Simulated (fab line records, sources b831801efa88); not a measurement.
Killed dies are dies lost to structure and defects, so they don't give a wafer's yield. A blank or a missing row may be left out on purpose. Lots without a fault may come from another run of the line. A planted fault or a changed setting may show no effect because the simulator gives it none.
Which tool did it? | flow sky130 | 12 lots, 34 wafers sampled, at 4 steps of a route of 708

WHAT THE GAUGES READ, wafer by wafer
SKY_SD_N_OVL_MEAS_08. Usual: SD_N_OVL 0.5 nm, standard deviation 1.4.
lot  | measured     | on         | SD_N_OVL (nm)  | flag
L199 | day 28 11:38 | overlay-01 | -1.2 0.5 0.8   |
L202 | day 29 05:58 | overlay-02 | 1.2 2.1 1.3    |
L203 | day 29 12:14 | overlay-01 | -0.8 -1.3 -0.8 |
L204 | day 29 23:45 | overlay-01 | -1.1 -1.3 -1.1 |
L205 | day 30 06:11 | overlay-02 | 1.6 1.3 1.1    |
L206 | day 30 13:22 | overlay-01 | -0.8 0.2 -1.1  |
L208 | day 31 06:59 | overlay-01 | 0.7 1.0 1.1    |
L214 | day 32 23:27 | overlay-01 | 0.7 1.2 1.4    |
L216 | day 33 14:53 | overlay-02 | 1.3 1.2        |
L218 | day 34 04:28 | overlay-02 | 0.2 4.3        |
L221 | day 35 04:29 | overlay-01 | -1.7 -1.7 -0.8 |
L222 | day 35 08:35 | overlay-02 | 1.5 2.3 2.5    |

SKY_SD_N_RS_MEAS_18: measures by four-point-probe. Usual: RES_XHIGH_RS 333.2 ohm/sq, standard deviation 1.1.
lot  | measured     | on            | RES_XHIGH_RS (ohm/sq) | flag
L199 | day 28 12:37 | film_metro-01 | 333.8 333.6 333.5     |
L202 | day 29 06:56 | film_metro-02 | 334.1 333.5 333.4     |
L203 | day 29 13:12 | film_metro-04 | 331.9 332.6 332.9     |
L204 | day 30 00:44 | film_metro-04 | 332.4 332.6 331.9     |
L205 | day 30 07:09 | film_metro-01 | 333.9 332.8 331.8     |
L206 | day 30 14:20 | film_metro-01 | 332.9 333.1 333.6     |
L208 | day 31 07:57 | film_metro-01 | 335.1 335.2 335.1     |
L214 | day 33 00:25 | film_metro-01 | 334.6 333.1 335.4     |
L216 | day 33 15:55 | film_metro-02 | 394.9 332.5           | OFF
L218 | day 34 05:26 | film_metro-04 | 394.0 332.7           | OFF
L221 | day 35 05:28 | film_metro-02 | 331.3 331.9 332.1     |
L222 | day 35 09:34 | film_metro-04 | 333.7 334.3 332.5     |

WHICH TOOL RAN EACH LOT (tool, then ch and the chambers of the sampled wafers, then the start)
lot  | SKY_POLY_CUT_ETCH_11               | SKY_RES_XHIGH_IMPLANT_07
L199 | rie_diel-02 ch 1,3, day 24 19:47   | implanter-03 ch 0, day 27 06:45
L202 | rie_diel-01 ch 0,1,2, day 25 14:36 | implanter-01 ch 0, day 28 01:05
L203 | rie_diel-01 ch 0,1,3, day 25 22:30 | implanter-04 ch 0, day 28 08:08
L204 | rie_diel-01 ch 0,1,3, day 26 08:04 | implanter-01 ch 0, day 28 19:05
L205 | rie_diel-04 ch 0,2,3, day 26 15:55 | implanter-04 ch 0, day 29 01:12
L206 | rie_diel-01 ch 0,3, day 26 22:29   | implanter-04 ch 0, day 29 09:07
L208 | rie_diel-01 ch 1,3, day 27 17:49   | implanter-01 ch 0, day 30 02:25
L214 | rie_diel-02 ch 1,2,3, day 29 12:58 | implanter-04 ch 0, day 31 19:37
L216 | rie_diel-04 ch 0,3, day 30 04:44   | implanter-04 ch 0, day 32 12:13
L218 | rie_diel-01 ch 0,1, day 30 19:27   | implanter-04 ch 0, day 33 02:32
L221 | rie_diel-01 ch 0,3, day 31 19:25   | implanter-01 ch 0, day 34 01:31
L222 | rie_diel-01 ch 0,2,3, day 31 23:52 | implanter-03 ch 0, day 34 06:14
- SKY_POLY_CUT_ETCH_11: etches Si3N4 in CF4/CH2F2/Ar, stops on poly-Si, time 42.5 s, target depth 60 nm.
- SKY_RES_XHIGH_IMPLANT_07

WHAT THE TOOLS THEMSELVES READ (means of the sampled wafers that have a number; where no wafer has one, the mark that the record gives instead)
SKY_POLY_CUT_ETCH_11. Usual: drypump_motor_current_A 5.64 A, standard deviation 0.29; mfc_ar_sccm 150.0 sccm, standard deviation 0.46; oes_product_au 0.831 a.u., standard deviation 0.0067; rf_fwd_power_W 593.7 W, standard deviation 2.8; throttle_valve_pct 14.995 %, standard deviation 0.0091.
lot  | tool        | drypump_motor_current_A (A) | mfc_ar_sccm (sccm) | oes_product_au (a.u.) | rf_fwd_power_W (W) | throttle_valve_pct (%) | flag
L199 | rie_diel-02 | 5.68                        | 149.3              | 0.828                 | 592.8              | 15.001                 |
L202 | rie_diel-01 | 5.89                        | 149.9              | 0.826                 | 592.2              | 14.993                 |
L203 | rie_diel-01 | 5.61                        | 149.8              | 0.823                 | 593.4              | 14.993                 |
L204 | rie_diel-01 | 5.60                        | 149.9              | 0.826                 | 594.4              | 14.985                 |
L205 | rie_diel-04 | 5.50                        | 149.7              | 0.835                 | 593.9              | 14.993                 |
L206 | rie_diel-01 | 5.54                        | 149.7              | 0.833                 | 592.9              | 15.002                 |
L208 | rie_diel-01 | 5.51                        | 149.8              | 0.831                 | 596.3              | 14.996                 |
L214 | rie_diel-02 | 5.60                        | 149.9              | 0.840                 | 594.5              | 14.995                 |
L216 | rie_diel-04 | 5.36                        | 150.5              | 0.831                 | 595.4              | 14.986                 |
L218 | rie_diel-01 | 5.71                        | 149.9              | 0.833                 | 593.0              | 14.994                 |
L221 | rie_diel-01 | 5.56                        | 150.4              | 0.825                 | 593.7              | 15.000                 |
L222 | rie_diel-01 | 5.81                        | 150.5              | 0.837                 | 593.1              | 14.992                 |

SKY_RES_XHIGH_IMPLANT_07. Usual: beam_energy_keV 20.001, standard deviation 0.0067.
lot  | tool         | beam_energy_keV | flag
L199 | implanter-03 | 20.001          |
L202 | implanter-01 | 19.993          |
L203 | implanter-04 | 19.998          |
L204 | implanter-01 | 20.002          |
L205 | implanter-04 | 20.003          |
L206 | implanter-04 | 19.991          |
L208 | implanter-01 | 20.001          |
L214 | implanter-04 | 20.000          |
L216 | implanter-04 | 20.002          |
L218 | implanter-04 | 20.003          |
L221 | implanter-01 | 20.008          |
L222 | implanter-03 | 19.998          |

THE ANSWER, worked out from the rows above alone
Rule: a lot is off if the mean of its wafers that have a number lies more than 3 standard deviations from the usual mean. A lot without any number at a reading at which 4 lots or more have one is off too. The other lots that the step has rows for count as sound. The gauges are gone through in route order, then the tools' own readings, and for those a lot's mean is taken as printed above. The first step at which some lot is off is used, and at that step the reading that is off furthest; a lot without a number counts as furthest.
Off: L216, L218, at SKY_SD_N_RS_MEAS_18 (RES_XHIGH_RS).
A tool fits if, at a process step before that reading, it ran every lot that is off, and no sound lot after the first of them. The gauges at SKY_SD_N_RS_MEAS_18 are tried like those tools. One fits: implanter-04 at SKY_RES_XHIGH_IMPLANT_07. Its last sound lot is L214 (day 31 19:37), its first lot that is off L216 (day 32 12:13): a fault that began between those two fits.

WHAT THE SIMULATOR HAD PUT IN
Process parameter drift: implanter-04, from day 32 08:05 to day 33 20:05, at SKY_RES_XHIGH_IMPLANT_07. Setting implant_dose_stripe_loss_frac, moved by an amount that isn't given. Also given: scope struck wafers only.
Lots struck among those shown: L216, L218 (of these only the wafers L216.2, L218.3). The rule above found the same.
